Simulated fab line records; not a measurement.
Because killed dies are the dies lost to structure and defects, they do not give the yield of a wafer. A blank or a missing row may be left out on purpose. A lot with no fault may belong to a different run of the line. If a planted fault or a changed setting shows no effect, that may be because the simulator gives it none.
Which tool was responsible?    flow gf180mcu    11 lots with 33 wafers sampled at 5 steps, on a route of 602 steps

WHAT EACH GAUGE READ, for each wafer
GF_M5_CD_MEAS_07 targets a cd of 280 nm.
lot   measured      on         cd nm (nm)
L987  day 26 19:48  cd sem-01  280.6 280.3 279.7
L988  day 27 00:26  cd sem-02  279.5 279.3 278.7
L989  day 27 12:58  cd sem-02  277.6 278.3 278.8
L990  day 27 18:39  cd sem-01  281.8 282.1 281.3
L991  day 28 00:40  cd sem-02  281.5 281.5 281.9
L992  day 28 12:14  cd sem-01  278.1 277.3 277.4
L993  day 28 16:28  cd sem-02  278.3 278.7 278.7
L994  day 28 21:05  cd sem-02  282.5 282.1 281.5
L995  day 29 04:56  cd sem-01  281.9 281.0 282.1
L102  day 31 06:50  cd sem-01  276.0 275.3 277.8
L104  day 31 18:56  cd sem-01  280.1 274.8 280.5

WHICH TOOL RAN EACH LOT (tool, then ch and the chambers of the sampled wafers, then the start)
lot   GF_V4_SPUTTER_22              GF_V4_CMP_26                   GF_MIM_SPUTTER_04             GF_M5_COAT_02
L987  pvd sputter-01, day 25 00:41  cmp-02 ch 0,1,3, day 25 01:01  pvd sputter-02, day 25 01:29  litho track-01 ch 0, day 26 08:55
L988  pvd sputter-01, day 25 05:56  cmp-01 ch 0,2,3, day 25 06:16  pvd sputter-04, day 25 06:45  litho track-02 ch 0, day 26 13:52
L989  pvd sputter-04, day 25 17:29  cmp-02 ch 0,2,3, day 25 17:55  pvd sputter-02, day 25 18:18  litho track-04 ch 0, day 27 02:04
L990  pvd sputter-04, day 26 00:59  cmp-02 ch 0,2,3, day 26 01:25  pvd sputter-01, day 26 01:47  litho track-01 ch 0, day 27 08:40
L991  pvd sputter-04, day 26 06:26  cmp-02 ch 0,1, day 26 07:26    pvd sputter-02, day 26 07:55  litho track-02 ch 0, day 27 14:51
L992  pvd sputter-04, day 26 17:50  cmp-01 ch 0,1,3, day 26 18:13  pvd sputter-04, day 26 18:39  litho track-02 ch 0, day 28 01:55
L993  pvd sputter-01, day 26 23:20  cmp-01 ch 1,3, day 26 23:40    pvd sputter-04, day 27 00:09  litho track-01 ch 0, day 28 06:25
L994  pvd sputter-01, day 27 03:23  cmp-01 ch 0,2,3, day 27 03:49  pvd sputter-01, day 27 04:11  litho track-04 ch 0, day 28 11:11
L995  pvd sputter-04, day 27 12:50  cmp-02 ch 2,3, day 27 13:19    pvd sputter-02, day 27 13:45  litho track-04 ch 0, day 28 19:20
L102  pvd sputter-04, day 29 16:26  cmp-02 ch 0,1,3, day 29 16:56  pvd sputter-02, day 29 17:22  litho track-04 ch 0, day 30 21:47
L104  pvd sputter-01, day 30 06:02  cmp-01 ch 0,2, day 30 06:29    pvd sputter-04, day 30 06:58  litho track-04 ch 0, day 31 10:04
- GF_V4_SPUTTER_22: material TiN, target thk 10 nm, time 40 s.
- GF_V4_CMP_26: polishes, stops on SiO2, t overpolish 15 s, target thk 0 nm.
- GF_MIM_SPUTTER_04: material TiN, target thk 50 nm, time 41.7 s.
- GF_M5_COAT_02: resist thk 1000 nm.

THE ANSWER, worked out from the rows above alone
Rule: usual is defined by the lots themselves. Put in order of their means at a reading, lots are off if they are a third of the lots or fewer, leave a main group of 4 or more, and stand apart from it by a gap of 3 or more times the standard deviation of the main group's means; of several such gaps the widest counts. The tables above print the reading to a certain number of digits; a main group whose means all agree to those digits is not used. A lot without any number at a reading at which 4 lots or more have one is off too. Any other lot the step has rows for is counted as sound.
No lot is off at any reading shown: from this, nothing can be told.

WHAT THE SIMULATOR HAD INSERTED
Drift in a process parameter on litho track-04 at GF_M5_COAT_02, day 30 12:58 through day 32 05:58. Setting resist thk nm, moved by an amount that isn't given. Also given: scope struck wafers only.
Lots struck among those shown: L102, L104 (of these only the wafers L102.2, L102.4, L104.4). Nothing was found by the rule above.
